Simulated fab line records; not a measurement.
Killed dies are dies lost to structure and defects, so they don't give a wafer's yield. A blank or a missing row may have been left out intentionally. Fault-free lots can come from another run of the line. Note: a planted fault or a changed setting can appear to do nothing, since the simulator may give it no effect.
fab line records | flow sky130
record lots=6 wafers=18 lastDay=50
route steps=708 shown SONOS_ONO@171
lots that met no fault: taken from a fault-free run of the same line
startH: hours from the record's opening day to when the first of the lot's shown wafers began | waitH: hours since the lot's step before | " identical to the entry in the row above | L1.1+2: a single row standing in for several wafers | - value missing, or start not given | * or withheld: withheld | < > ~ a bound
route shown NAME@n: NAME is a module with steps in the file, n the number in the route of the first one | usual: mean/standard deviation taken from wafers without a fault | same: alike in all rows | chamber/n: place in a boat | sites: per-site readings | _std_site: standard deviation across them | _edge_site: inner sites' mean taken away from outer sites' mean | radiusMm: for every site, how far away it sits from the centre of the wafer | mask NAME#n: copy n | behind: the most recent tool/chamber to have shaped the wafer | hold: reason for holding the lot/hours on hold/outcome of the hold | device: names the non-switching transistor (n, p or np) | end of line: at the end of the route, the tests of the same wafers | where a step has no rows: the recipe by itself | killed: dies lost to structure and defects at the first sort, not the wafer's yield | map: per-die view of a wafer (x killed, . not killed, _ where there is no die)
set.NAME: the run value of the setting; set.NAME@STEP: its run value at that earlier step | model.NAME: the simulator's own value behind a step, which no gauge read
lots at some steps of the route; a table a step, a row a wafer
services: the hour from which a tool's chamber was out of use, counted from the record's first day as startH (under 0 if before that day), plus the number of hours and why
## steps
# step SKY_SONOS_ONO_THK_MEAS_03
# recipe reads=Si3N4_of_SONOS_ONO_CVD_02
# usual SONOS_ONO_CVD_02_THK=10.52/0.15
# columns lot.wafer tool chamber startH waitH SONOS_ONO_CVD_02_THK[nm]
L403.3 filmMetro-03 - 297.19 0.0 10.37
L403.4 " - " " 10.41
L403.6 " - " " 10.50
L406.1 filmMetro-02 - 323.67 0.0 10.75
L406.2 " - " " 10.75
L406.4 " - " " 10.73
L407.3 filmMetro-03 - 332.21 0.0 10.33
L407.4 " - " " 10.21
L407.6 " - " " 10.30
L409.1 filmMetro-02 - 351.77 0.0 10.29
L409.4 " - " " 10.42
L409.6 " - " " 10.25
L411.1 filmMetro-02 - 363.14 0.0 10.36
L411.5 " - " " 10.24
L411.6 " - " " 10.39
L420.3 filmMetro-04 - 458.08 0.0 10.49
L420.5 " - " " 10.38
L420.6 " - " " 10.53
# step SKY_SONOS_ONO_CVD_04
# recipe material=SiO2 precursor=SiH4/N2O targetThkNm=5.7199 tempC=900 pressureMtorr=400
# step SKY_SONOS_ONO_THK_MEAS_05
# recipe reads=SiO2_of_SONOS_ONO_CVD_04
# usual SONOS_ONO_CVD_04_THK=5.67/0.095
# columns lot.wafer tool chamber startH waitH SONOS_ONO_CVD_04_THK[nm]
L403.3 filmMetro-03 - 298.50 0.0 5.69
L403.4 " - " " 5.60
L403.6 " - " " 5.61
L406.1 filmMetro-03 - 324.98 0.0 5.59
L406.2 " - " " 5.72
L406.4 " - " " 5.77
L407.3 filmMetro-02 - 333.52 0.0 5.77
L407.4 " - " " 5.78
L407.6 " - " " 5.80
L409.1 filmMetro-04 - 353.71 0.0 5.72
L409.4 " - " " 5.60
L409.6 " - " " 5.64
L411.1 filmMetro-03 - 364.45 0.0 5.74
L411.5 " - " " 5.66
L411.6 " - " " 5.78
L420.3 filmMetro-02 - 459.39 0.0 5.68
L420.5 " - " " 5.80
L420.6 " - " " 5.79
# step SKY_SONOS_ONO_DEHYDRATE_06
# recipe tempC=200 timeS=60
# step SKY_SONOS_ONO_HMDS_07
# recipe primeTimeS=60 primeTempC=120
# step SKY_SONOS_ONO_COAT_08
# recipe resist=NOVOLAK spinRpm=3000 resistThkNm=1140
# step SKY_SONOS_ONO_SOFTBAKE_09
# recipe tempC=90 timeS=60 resist=NOVOLAK
# step SKY_SONOS_ONO_EXPOSE_10
# recipe maskId=ONOM targetCdNm=410 na=0.6 sourceShape=conventional sigmaOuter=0.6 doseMj=150
# step SKY_SONOS_ONO_PEB_11
# recipe tempC=withheld timeS=* resist=NOVOLAK
# step SKY_SONOS_ONO_DEVELOP_12
# recipe developTimeS=60 devTempC=23
# step SKY_SONOS_ONO_CD_MEAS_13
# recipe targetCdNm=410
# usual cdNm=409.5/2.2
# columns lot.wafer tool chamber startH waitH cdNm
L403.3 cdSem-02 - 324.64 0.1 408.7
L403.4 " - " " 407.4
L403.6 " - " " 407.3
L406.1 cdSem-01 - 350.69 0.1 408.1
L406.2 " - " " 410.4
L406.4 " - " " 409.1
L407.3 cdSem-02 - 358.69 0.1 411.7
L407.4 " - " " 410.4
L407.6 " - " " 411.8
L409.1 cdSem-01 - 381.59 0.1 406.5
L409.4 " - " " 408.1
L409.6 " - " " 406.9
L411.1 cdSem-02 - 392.25 0.1 407.6
L411.5 " - " " 407.0
L411.6 " - " " 407.8
L420.3 cdSem-02 - 490.49 0.1 412.8
L420.5 " - " " 410.9
L420.6 " - " " 410.8
# step SKY_SONOS_ONO_OVL_MEAS_14
# usual SONOS_ONO_OVL=0.4/1.6
# columns lot.wafer tool chamber startH waitH SONOS_ONO_OVL[nm]
L403.3 overlay-01 - 324.73 0.1 2.0
L403.4 " - " " 2.2
L403.6 " - " " 2.5
L406.1 overlay-02 - 350.81 0.1 1.1
L406.2 " - " " 1.9
L406.4 " - " " -0.7
L407.3 overlay-02 - 358.78 0.1 -1.2
L407.4 " - " " -2.0
L407.6 " - " " -1.0
L409.1 overlay-01 - 381.71 0.1 1.8
L409.4 " - " " -0.1
L409.6 " - " " 2.5
L411.1 overlay-01 - 392.37 0.1 3.1
L411.5 " - " " 0.7
L411.6 " - " " 2.0
L420.3 overlay-01 - 490.58 0.1 -1.2
L420.5 " - " " -0.2
L420.6 " - " " -3.1
# step SKY_SONOS_ONO_ETCH_15
# recipe targetDepthNm=19.52 chemistry=CHF3/O2 sourceW=600 biasW=200 pressureMtorr=40 chf3FlowSccm=50 O2_flow_sccm=5 timeS=7.8
# usual drypumpMotorCurrentA=5.9/0.61 oesProductAu=1.000/0.011 rfFwdPowerW=588/3.4 throttleValvePct=8.825/0.009
# columns lot.wafer tool chamber startH waitH drypumpMotorCurrentA oesProductAu rfFwdPowerW rfHoursCounterH throttleValvePct model.SONOS_ONO.featureDepthNm model.etch.depthNm
L403.3 rieDiel-04 2 324.75 0.0 6.8 0.990 587 48 8.830 19.31 19.31
L403.4 " 0 " " 5.8 0.999 591 76 8.831 19.46 19.46
L403.6 " 1 " " 6.8 1.010 584 - 8.836 19.82 19.82
L406.1 rieDiel-03 1 350.84 0.0 5.2 0.965 485 1 8.813 18.6 18.6
L406.2 " 3 " " 6.7 0.951 493 4 8.833 17.82 17.82
L406.4 " 2 " " 5.2 0.952 500 3 8.810 18.28 18.28
L407.3 rieDiel-02 3 358.80 0.0 5.6 0.987 586 45 8.827 19.25 19.25
L407.4 " 0 " " 5.0 0.981 589 106 8.816 18.99 18.99
L407.6 " 0 " " 5.0 0.977 592 - 8.821 18.87 18.87
L409.1 rieDiel-03 3 381.74 0.0 6.7 0.939 491 5 8.807 17.76 17.76
L409.4 " 2 " " 5.2 0.966 499 4 8.820 18.24 18.24
L409.6 " 0 " " 5.9 0.972 492 - 8.813 18.53 18.53
L411.1 rieDiel-02 0 392.40 0.0 5.0 0.996 593 106 8.824 19.33 19.33
L411.5 " 2 " " 6.3 1.003 592 - 8.801 19.26 19.26
L411.6 " 1 " " 6.0 0.999 591 - 8.818 19.48 19.48
L420.3 rieDiel-03 1 490.60 0.0 5.2 1.013 584 3 8.822 19.9 19.9
L420.5 " 2 " " 5.3 0.995 592 - 8.805 19.57 19.57
L420.6 " 3 " " 6.6 0.990 588 - 8.828 19.01 19.01
# step SKY_SONOS_ONO_WET_ETCH_16
# recipe chemistry=dHF targetDepthNm=14 dry=n2Spin target=SiO2 dilution=100:1 tempC=25 timeS=280
## services
# columns tool chamber startH hours kind
rieDiel-03 0 304.99 3.6 repair
rieDiel-04 2 314.41 2.6 repair
rieDiel-04 - 328.94 28.1 pm
rieDiel-03 0 331.04 9.0 repair
rieDiel-04 - 357.04 2.8 pm
rieDiel-04 1 359.76 9.7 repair
rieDiel-04 - 383.64 0.4 repair
rieDiel-02 0 406.99 - clean
rieDiel-02 0 406.99 20.8 scheduledDown
rieDiel-02 0 406.99 20.8 ventCycle
rieDiel-04 1 414.77 - clean
rieDiel-04 1 414.77 19.0 scheduledDown
rieDiel-04 1 414.77 19.0 ventCycle
rieDiel-02 2 444.57 11.0 repair
rieDiel-04 2 473.85 4.6 repair
## key
firstSign step=SKY_SONOS_ONO_ETCH_15 reading=rfFwdPowerW direction=down sigmas=28 usual=588 struck=493
effect step=SKY_SONOS_ONO_ETCH_15 reading=oesProductAu direction=down sigmas=3.9 usual=1.000 struck=0.958
modelEffect step=SKY_SONOS_ONO_ETCH_15 value=SONOS_ONO.featureDepthNm without=19.46 struck=18.21
metAt SKY_SONOS_ONO_ETCH_15
struckWafers L406.1,L406.2,L406.4,L409.1,L409.4,L409.6
testerLeftOut L406,L409
fault kind=processParameterDrift tool=rieDiel-03 chamber=- onsetH=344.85 steps=SKY_SONOS_ONO_ETCH_15 channel=sourceW offset=-96 shape=step endH=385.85 actsIn=theseRecipesOnly stated=600
# testerLeftOut: of these lots the tester's yield and bins aren't shown, on N5 and GAA mostly nor the transistor test; their killed dies are dies lost to structure and defects alone, not to doping, threshold or leakage, so they don't give the yield
